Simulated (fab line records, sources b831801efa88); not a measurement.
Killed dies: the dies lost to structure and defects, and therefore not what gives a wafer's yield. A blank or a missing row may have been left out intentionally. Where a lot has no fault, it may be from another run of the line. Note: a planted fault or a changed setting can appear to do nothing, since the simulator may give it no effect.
Which tool did it? || flow gf180mcu || Sampling: 11 lots, 33 wafers, 3 of 602 route steps

WHAT THE GAUGES SHOWED, per wafer
GF_M4_OVL_MEAS_15.
{"lot": "L105", "measured": "day 23 20:41", "on": "overlay-02", "M4_OVL (nm)": "3 8 2"}
{"lot": "L106", "measured": "day 24 11:40", "on": "overlay-01", "M4_OVL (nm)": "11 7 5"}
{"lot": "L107", "measured": "day 24 09:20", "on": "overlay-01", "M4_OVL (nm)": "6 -4 2"}
{"lot": "L109", "measured": "day 25 12:08", "on": "overlay-01", "M4_OVL (nm)": "5 6 6"}
{"lot": "L112", "measured": "day 25 22:58", "on": "overlay-01", "M4_OVL (nm)": "8 5 4"}
{"lot": "L113", "measured": "day 26 11:32", "on": "overlay-01", "M4_OVL (nm)": "2 6 3"}
{"lot": "L122", "measured": "day 29 05:19", "on": "overlay-02", "M4_OVL (nm)": "4 0 0"}
{"lot": "L123", "measured": "day 29 20:25", "on": "overlay-02", "M4_OVL (nm)": "3 4 3"}
{"lot": "L124", "measured": "day 29 22:59", "on": "overlay-01", "M4_OVL (nm)": "-3 3 9"}
{"lot": "L126", "measured": "day 30 07:44", "on": "overlay-02", "M4_OVL (nm)": "5 2 4"}
{"lot": "L127", "measured": "day 30 13:49", "on": "overlay-02", "M4_OVL (nm)": "9 10 18"}

EACH LOT AND THE TOOL THAT RAN IT (in order: tool; ch and the chambers of the sampled wafers; start)
{"lot": "L105", "GF_V2_SPUTTER_22": "pvd_sputter-04, day 20 18:41", "GF_V3_ETCH_16": "rie_diel-01 ch 0,1,3, day 22 21:05"}
{"lot": "L106", "GF_V2_SPUTTER_22": "pvd_sputter-02, day 21 02:08", "GF_V3_ETCH_16": "rie_diel-04 ch 2,3, day 23 03:20"}
{"lot": "L107", "GF_V2_SPUTTER_22": "pvd_sputter-04, day 21 09:15", "GF_V3_ETCH_16": "rie_diel-02 ch 0,1,3, day 23 09:42"}
{"lot": "L109", "GF_V2_SPUTTER_22": "pvd_sputter-02, day 22 13:06", "GF_V3_ETCH_16": "rie_diel-04 ch 1,2,3, day 24 12:49"}
{"lot": "L112", "GF_V2_SPUTTER_22": "pvd_sputter-04, day 23 02:01", "GF_V3_ETCH_16": "rie_diel-02 ch 0,2, day 25 00:09"}
{"lot": "L113", "GF_V2_SPUTTER_22": "pvd_sputter-03, day 23 14:58", "GF_V3_ETCH_16": "rie_diel-01 ch 0,1,3, day 25 12:56"}
{"lot": "L122", "GF_V2_SPUTTER_22": "pvd_sputter-03, day 26 13:13", "GF_V3_ETCH_16": "rie_diel-04 ch 0,2, day 28 08:14"}
{"lot": "L123", "GF_V2_SPUTTER_22": "pvd_sputter-04, day 27 06:51", "GF_V3_ETCH_16": "rie_diel-04 ch 0,1, day 29 00:37"}
{"lot": "L124", "GF_V2_SPUTTER_22": "pvd_sputter-02, day 27 07:46", "GF_V3_ETCH_16": "rie_diel-04 ch 2,3, day 29 02:16"}
{"lot": "L126", "GF_V2_SPUTTER_22": "pvd_sputter-04, day 27 18:19", "GF_V3_ETCH_16": "rie_diel-04 ch 1,3, day 29 10:51"}
{"lot": "L127", "GF_V2_SPUTTER_22": "pvd_sputter-02, day 28 01:09", "GF_V3_ETCH_16": "rie_diel-04 ch 0,2,3, day 29 17:17"}
- GF_V2_SPUTTER_22: material TiN, target thk 10 nm, time 40 s.
- GF_V3_ETCH_16: etches BARC in N2/H2.

THE ANSWER, worked out from the rows above alone
Rule: what is usual is taken from the lots themselves. The widest of any qualifying gaps counts: lots, ordered by their means at a reading, are off when they make up no more than a third of the lots, leave a main group of 4 or more, and stand apart from it by 3 or more times the standard deviation of that group's means. The tables above print the reading to a certain number of digits; a main group whose means all agree to those digits is not used. A lot without any number at a reading at which 4 lots or more have one is off too. The other lots that the step has rows for count as sound.
Across all readings shown, no lot is off: no conclusion can be drawn from this.

WHAT WAS PUT IN BY THE SIMULATOR
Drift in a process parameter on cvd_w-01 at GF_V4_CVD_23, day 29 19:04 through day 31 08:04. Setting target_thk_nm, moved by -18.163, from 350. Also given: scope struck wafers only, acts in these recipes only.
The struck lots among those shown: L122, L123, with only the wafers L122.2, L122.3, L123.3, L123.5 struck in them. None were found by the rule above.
